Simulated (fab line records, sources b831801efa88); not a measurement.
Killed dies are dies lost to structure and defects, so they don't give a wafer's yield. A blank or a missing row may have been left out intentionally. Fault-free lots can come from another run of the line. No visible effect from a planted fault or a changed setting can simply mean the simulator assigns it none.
What tool caused it? + flow gf180mcu + 72 wafers from 24 lots sampled at 5 of the route's 602 steps

## WHAT EACH GAUGE READ, for each wafer
GF_VT_IMPLANT_OVL_MEAS_18.
| lot  | measured     | on         | VT_IMPLANT_01_OVL (nm) |
|------|--------------|------------|------------------------|
| L074 | day 6 04:38  | overlay-01 | -2.2 -1.8 -1.5         |
| L075 | day 6 09:57  | overlay-02 | -2.3 -2.2 -1.4         |
| L076 | day 6 17:45  | overlay-01 | -0.9 -1.2 -0.3         |
| L077 | day 7 02:36  | overlay-02 | 1.4 -0.7 -0.7          |
| L078 | day 7 07:02  | overlay-02 | 0.4 -0.7 1.0           |
| L079 | day 7 13:53  | overlay-01 | -1.6 -2.5 -0.8         |
| L080 | day 7 20:35  | overlay-01 | -2.1 -2.5 -3.2         |
| L081 | day 8 06:41  | overlay-01 | 0.0 -0.7 -1.5          |
| L083 | day 8 13:11  | overlay-01 | 0.5 -2.2 -2.5          |
| L082 | day 8 14:26  | overlay-01 | -1.5 -1.2 -0.6         |
| L084 | day 9 05:14  | overlay-01 | -1.0 -1.2 0.4          |
| L085 | day 9 12:23  | overlay-01 | 0.0 0.2 1.9            |
| L086 | day 9 14:18  | overlay-01 | -3.9 -2.3 -2.3         |
| L087 | day 9 20:29  | overlay-01 | -0.2 -0.6 -0.7         |
| L088 | day 10 04:14 | overlay-02 | -1.9 1.2 0.0           |
| L089 | day 10 11:35 | overlay-01 | -1.4 -0.2 -2.5         |
| L090 | day 10 13:47 | overlay-01 | 0.2 -0.5 0.4           |
| L091 | day 10 18:32 | overlay-02 | -2.0 -2.1 -2.0         |
| L092 | day 11 00:32 | overlay-01 | 1.0 1.3 -1.0           |
| L093 | day 11 04:08 | overlay-01 | 1.3 0.6 -0.3           |
| L094 | day 11 19:44 | overlay-01 | 0.9 -1.1 -1.3          |
| L095 | day 11 20:38 | overlay-01 | -1.2 -0.1 -0.2         |
| L096 | day 12 02:11 | overlay-01 | -1.5 -0.2 -1.0         |
| L097 | day 12 09:23 | overlay-01 | 0.2 0.0 0.0            |

GF_M2_THK_MEAS_06: measures by xrf.
| lot  | measured     | on            | M2_ALCU_THK (nm) |
|------|--------------|---------------|------------------|
| L074 | day 18 01:22 | film_metro-01 | 455 458 454      |
| L075 | day 18 09:39 | film_metro-02 | 454 455 454      |
| L076 | day 18 17:11 | film_metro-03 | 449 453 452      |
| L077 | day 19 05:40 | film_metro-02 | 456 457 455      |
| L078 | day 19 14:16 | film_metro-03 | 453 455 452      |
| L079 | day 20 03:50 | film_metro-03 | 456 449 453      |
| L080 | day 20 12:00 | film_metro-01 | 446 449 461      |
| L081 | day 21 00:14 | film_metro-02 | 458 458 464      |
| L083 | day 21 11:06 | film_metro-02 | 462 458 455      |
| L082 | day 21 16:54 | film_metro-03 | 455 447 458      |
| L084 | day 22 10:38 | film_metro-01 | 463 462 461      |
| L085 | day 22 21:11 | film_metro-03 | 456 454 460      |
| L086 | day 23 00:34 | film_metro-01 | 471 466 463      |
| L087 | day 23 08:23 | film_metro-01 | 459 455 463      |
| L088 | day 23 16:49 | film_metro-01 | 461 455 457      |
| L089 | day 24 03:58 | film_metro-02 | 453 453 461      |
| L090 | day 24 07:52 | film_metro-01 | 455 461 460      |
| L091 | day 24 09:28 | film_metro-02 | 451 456 454      |
| L092 | day 24 19:18 | film_metro-02 | 450 455 450      |
| L093 | day 24 21:44 | film_metro-03 | 454 455 456      |
| L094 | day 25 14:26 | film_metro-01 | 467 474 469      |
| L095 | day 25 15:25 | film_metro-03 | 454 453 455      |
| L096 | day 25 20:58 | film_metro-03 | 462 461 454      |
| L097 | day 26 05:25 | film_metro-01 | 463 453 466      |

GF_V3_THK_MEAS_01.
| lot  | measured     | on            | V3_CVD_00_THK (nm) |
|------|--------------|---------------|--------------------|
| L074 | day 21 05:59 | film_metro-02 | 577 571 578        |
| L075 | day 21 14:20 | film_metro-02 | 562 574 576        |
| L076 | day 21 21:00 | film_metro-02 | 567 580 583        |
| L077 | day 22 09:13 | film_metro-04 | 569 568 580        |
| L078 | day 22 18:15 | film_metro-01 | 575 579 572        |
| L079 | day 23 06:04 | film_metro-04 | 584 567 584        |
| L080 | day 23 15:01 | film_metro-04 | 573 583 572        |
| L081 | day 24 02:19 | film_metro-01 | 577 563 578        |
| L083 | day 24 11:59 | film_metro-04 | 566 571 581        |
| L082 | day 24 16:25 | film_metro-02 | 570 572 577        |
| L084 | day 25 10:18 | film_metro-04 | 573 582 572        |
| L085 | day 25 20:18 | film_metro-01 | 567 571 572        |
| L086 | day 25 21:16 | film_metro-02 | 561 568 568        |
| L087 | day 26 05:29 | film_metro-02 | 567 563 568        |
| L088 | day 26 13:31 | film_metro-02 | 582 572 573        |
| L089 | day 26 23:04 | film_metro-02 | 569 575 573        |
| L090 | day 27 04:37 | film_metro-04 | 577 572 579        |
| L091 | day 27 05:10 | film_metro-04 | 560 569 561        |
| L092 | day 27 14:07 | film_metro-02 | 573 567 565        |
| L093 | day 27 16:41 | film_metro-02 | 565 573 558        |
| L094 | day 28 07:03 | film_metro-01 | 568 567 557        |
| L095 | day 28 08:34 | film_metro-02 | 567 575 567        |
| L096 | day 28 13:31 | film_metro-04 | 570 567 568        |
| L097 | day 28 21:10 | film_metro-02 | 572 561 571        |

GF_V4_RS_MEAS_24: the measuring method here is four-point-probe.
| lot  | measured     | on            | V4_W_RS (ohm/sq)     |
|------|--------------|---------------|----------------------|
| L074 | day 24 08:40 | film_metro-03 | 0.3301 0.3230 0.3282 |
| L075 | day 24 15:29 | film_metro-04 | 0.3288 0.3269 0.3219 |
| L076 | day 24 21:55 | film_metro-04 | 0.3250 0.3229 0.3248 |
| L077 | day 25 10:06 | film_metro-03 | 0.3278 0.3265 0.3245 |
| L078 | day 25 17:37 | film_metro-01 | 0.3232 0.3248 0.3222 |
| L079 | day 26 03:23 | film_metro-04 | 0.3301 0.3284 0.3271 |
| L080 | day 26 12:05 | film_metro-03 | 0.3243 0.3312 0.3244 |
| L081 | day 26 22:07 | film_metro-04 | 0.3288 0.3292 0.3275 |
| L083 | day 27 08:17 | film_metro-01 | 0.3251 0.3300 0.3236 |
| L082 | day 27 13:08 | film_metro-01 | 0.3258 0.3293 0.3302 |
| L084 | day 28 04:33 | film_metro-04 | 0.3291 0.3262 0.3335 |
| L085 | day 28 13:32 | film_metro-03 | 0.3262 0.3242 0.3236 |
| L086 | day 28 14:51 | film_metro-01 | 0.3284 0.3268 0.3258 |
| L087 | day 28 22:46 | film_metro-04 | 0.3295 0.3241 0.3322 |
| L088 | day 29 06:08 | film_metro-03 | 0.3209 0.3274 0.3208 |
| L089 | day 29 14:26 | film_metro-04 | 0.3232 0.3277 0.3265 |
| L090 | day 29 18:58 | film_metro-03 | 0.3288 0.3226 0.3291 |
| L091 | day 29 19:19 | film_metro-01 | 0.3219 0.3274 0.3249 |
| L092 | day 30 04:51 | film_metro-03 | 0.3231 0.3279 0.3266 |
| L093 | day 30 06:49 | film_metro-01 | 0.3238 0.3270 0.3284 |
| L094 | day 30 19:19 | film_metro-04 | 0.3263 0.3251 0.3282 |
| L095 | day 30 21:32 | film_metro-03 | 0.3221 0.3226 0.3212 |
| L096 | day 31 01:47 | film_metro-03 | 0.3242 0.3283 0.3255 |
| L097 | day 31 07:47 | film_metro-01 | 0.3324 0.3300 0.3264 |

## EACH LOT AND THE TOOL THAT RAN IT (in order: tool; ch and the chambers of the sampled wafers; start)
| lot  | GF_M4_SPUTTER_02             |
|------|------------------------------|
| L074 | pvd_sputter-02, day 22 07:51 |
| L075 | pvd_sputter-01, day 22 15:50 |
| L076 | pvd_sputter-04, day 22 22:24 |
| L077 | pvd_sputter-02, day 23 10:35 |
| L078 | pvd_sputter-04, day 23 19:55 |
| L079 | pvd_sputter-04, day 24 06:24 |
| L080 | pvd_sputter-04, day 24 15:20 |
| L081 | pvd_sputter-04, day 25 02:13 |
| L083 | pvd_sputter-02, day 25 11:55 |
| L082 | pvd_sputter-02, day 25 16:19 |
| L084 | pvd_sputter-01, day 26 08:57 |
| L085 | pvd_sputter-02, day 26 19:02 |
| L086 | pvd_sputter-04, day 26 20:43 |
| L087 | pvd_sputter-04, day 27 05:13 |
| L088 | pvd_sputter-02, day 27 12:32 |
| L089 | pvd_sputter-04, day 27 21:52 |
| L090 | pvd_sputter-01, day 28 02:27 |
| L091 | pvd_sputter-04, day 28 03:22 |
| L092 | pvd_sputter-01, day 28 11:58 |
| L093 | pvd_sputter-01, day 28 14:32 |
| L094 | pvd_sputter-01, day 29 04:27 |
| L095 | pvd_sputter-02, day 29 06:08 |
| L096 | pvd_sputter-04, day 29 10:41 |
| L097 | pvd_sputter-01, day 29 17:16 |
- GF_M4_SPUTTER_02: material AlCu, target thk 450 nm, time 23.9 s.

## AS READ BY THE TOOLS THEMSELVES (means over the sampled wafers that have a number; for cases with no such wafer, the mark the record gives instead)
GF_M4_SPUTTER_02.
| lot  | tool           | throttle_valve_pct (%) |
|------|----------------|------------------------|
| L074 | pvd_sputter-02 | 31.0                   |
| L075 | pvd_sputter-01 | 30.2                   |
| L076 | pvd_sputter-04 | 29.3                   |
| L077 | pvd_sputter-02 | 31.3                   |
| L078 | pvd_sputter-04 | 30.0                   |
| L079 | pvd_sputter-04 | 30.4                   |
| L080 | pvd_sputter-04 | 30.3                   |
| L081 | pvd_sputter-04 | 29.8                   |
| L083 | pvd_sputter-02 | 31.3                   |
| L082 | pvd_sputter-02 | 30.5                   |
| L084 | pvd_sputter-01 | 30.8                   |
| L085 | pvd_sputter-02 | 29.9                   |
| L086 | pvd_sputter-04 | 30.6                   |
| L087 | pvd_sputter-04 | 29.5                   |
| L088 | pvd_sputter-02 | 30.4                   |
| L089 | pvd_sputter-04 | 29.6                   |
| L090 | pvd_sputter-01 | 30.6                   |
| L091 | pvd_sputter-04 | 30.0                   |
| L092 | pvd_sputter-01 | 29.9                   |
| L093 | pvd_sputter-01 | 29.9                   |
| L094 | pvd_sputter-01 | 30.5                   |
| L095 | pvd_sputter-02 | 30.8                   |
| L096 | pvd_sputter-04 | 30.0                   |
| L097 | pvd_sputter-01 | 30.0                   |

## THE ANSWER, worked out from the rows above alone
Rule: what is usual is taken from the lots themselves. The widest of any qualifying gaps counts: lots, ordered by their means at a reading, are off when they make up no more than a third of the lots, leave a main group of 4 or more, and stand apart from it by 3 or more times the standard deviation of that group's means. Not used: any main group whose means are identical at the precision the tables above print for the reading. A lot without any number at a reading at which 4 lots or more have one is off too. Any other lot the step has rows for is counted as sound. Order of review: gauges by route order, followed by the tools' own readings, for which a lot's mean as printed above is used. The first step at which some lot is off is used, and at that step the reading that is off furthest; a lot without a number counts as furthest.
No lot is off on any of the readings shown, so nothing can be concluded from this.

## WHAT THE SIMULATOR PUT IN
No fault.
